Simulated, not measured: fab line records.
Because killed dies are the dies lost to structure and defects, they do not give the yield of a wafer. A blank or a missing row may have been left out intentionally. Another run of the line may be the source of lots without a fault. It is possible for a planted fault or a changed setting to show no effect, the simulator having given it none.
Chamber matching	flow sky130	rieDiel-01 running SKY_POLY_GATE_ETCH_15: 4 sister chambers
The step etches BARC in N2/H2, stops on SiO2, time 118.5 s, target depth 110 nm. 4 wafers are shown with their chamber, then 9 later ones without.

## WAFERS WITH THEIR CHAMBER
wafer	chamber	drypumpMotorCurrentA (A)
L086.1	0	5.60
L086.3	2	5.51
L089.5	3	5.54
L089.6	1	5.64

## WAFERS WHOSE CHAMBER IS MISSING
wafer	drypumpMotorCurrentA (A)
L091.4	5.55
L091.5	5.56
L091.6	5.55
L094.1	5.64
L094.2	5.56
L094.5	5.63
L096.3	5.59
L096.4	5.56
L096.5	5.54

## CHAMBER TAKEN BY EACH
wafer	from the rows above	in truth
L091.4	3	3
L091.5	can't be placed: 3 or 0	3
L091.6	3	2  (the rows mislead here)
L094.1	1	1
L094.2	can't be placed: 3 or 0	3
L094.5	can't be placed: 1 or 0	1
L096.3	0	0
L096.4	can't be placed: 3 or 0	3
L096.5	3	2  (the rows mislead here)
Correct placement for 3 of the 9. Unplaceable from these rows: 4, with the true chamber sitting among the candidates in 4. 2 placed wrongly.
How it was worked out, from the rows above alone: a wafer's distance from a chamber is the root of the sum, over the readings, of the square of ((its reading less the chamber's mean) divided by the reading's scatter). The wafer belongs to the nearest chamber; if the next one is less than 2 further off, it can't be placed. The mean given for a chamber averages the wafers shown for that chamber. The scatter (one wafer shown for each chamber): square how far every hidden wafer sits from the nearest shown wafer, average those squares and take the square root.
